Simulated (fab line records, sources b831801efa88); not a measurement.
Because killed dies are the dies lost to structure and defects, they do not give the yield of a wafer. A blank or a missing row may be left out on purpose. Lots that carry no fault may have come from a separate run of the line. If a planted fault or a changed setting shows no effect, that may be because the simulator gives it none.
2 desks, one fault    flow sky130    each desk has only its own numbers; what lay behind them comes last

AT THE TOOL OWNER'S DESK: pvd-sputter-04
The tool's own readings at SKY_CAP2M_SPUTTER_02 (material TiN, target thk 200 nm, time 166.7 s): means of the sampled wafers that have a number, for each lot that ran on this tool. A lot is out of limits, marked OUT, if its mean lies more than 4 standard deviations from the usual mean; the brackets give that distance.
Columns: A = throttle-valve-pct at SKY_CAP2M_SPUTTER_02, usual 29.9 %
lot   first seen here  A
L203  day 39 16:38     29.6
L206  day 40 22:22     30.6
L207  day 41 00:05     29.4
L213  day 42 17:35     29.6
L217  day 43 23:44     30.6
L226  day 46 10:40     30.6
This desk's verdict: no lot among the 6 shows anything out of limits.

METROLOGY DESK
Lot by lot, what the gauges showed, no matter which tool ran the lot: averages of those sampled wafers that carry a number. A lot is out of limits, marked OUT, if its mean lies more than 4 standard deviations from the usual mean; the brackets give that distance.
Columns: A = CAP2M_TIN_RS at SKY_CAP2M_RS_MEAS_03, usual 6.92 ohm/sq; B = CAP2M_TIN_THK at SKY_CAP2M_THK_MEAS_04, usual 196.9 nm; C = METAL4_OVL at SKY_METAL4_OVL_MEAS_14, usual 5 nm
lot   first seen here  A                B                 C
L203  day 39 16:44     6.91             197.8             1
L205  day 40 11:40     6.86             198.3             -2
L206  day 40 22:28     6.80             199.7             5
L207  day 41 00:13     6.96             194.9             9
L209  day 41 17:55     6.92             197.1             -2
L213  day 42 17:43     6.55 (-4.2) OUT  207.1 (+4.4) OUT  2
L217  day 43 23:51     6.74             202.6             14
L220  day 44 17:23     6.83             200.7             -5
L223  day 45 10:46     6.99             195.1             5
L226  day 46 10:47     6.92             196.6             10
This desk finds L213 out of limits, with the earliest case on L213 at day 42 17:43 (CAP2M_TIN_RS at SKY_CAP2M_RS_MEAS_03). In limits: L203, L205, L206, L207, L209, L217, L220, L223, L226.

ALL TOGETHER
Metrology desk: alarm possible at day 42 17:43 on L213.
The tool owner's desk saw nothing out of limits.
The tool owner's desk has L213 on record, within its limits.
SKY_CAP2M_SPUTTER_02 was run on pvd-sputter-04 by each of the lots named.

WHAT THE SIMULATOR PUT IN
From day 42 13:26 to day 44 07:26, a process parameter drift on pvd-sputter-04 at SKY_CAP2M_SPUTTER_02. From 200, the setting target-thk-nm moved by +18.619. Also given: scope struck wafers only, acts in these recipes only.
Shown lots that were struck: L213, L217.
Time in hours between the start of the fault and the first out-of-limits reading at each desk: metrology desk, 4.
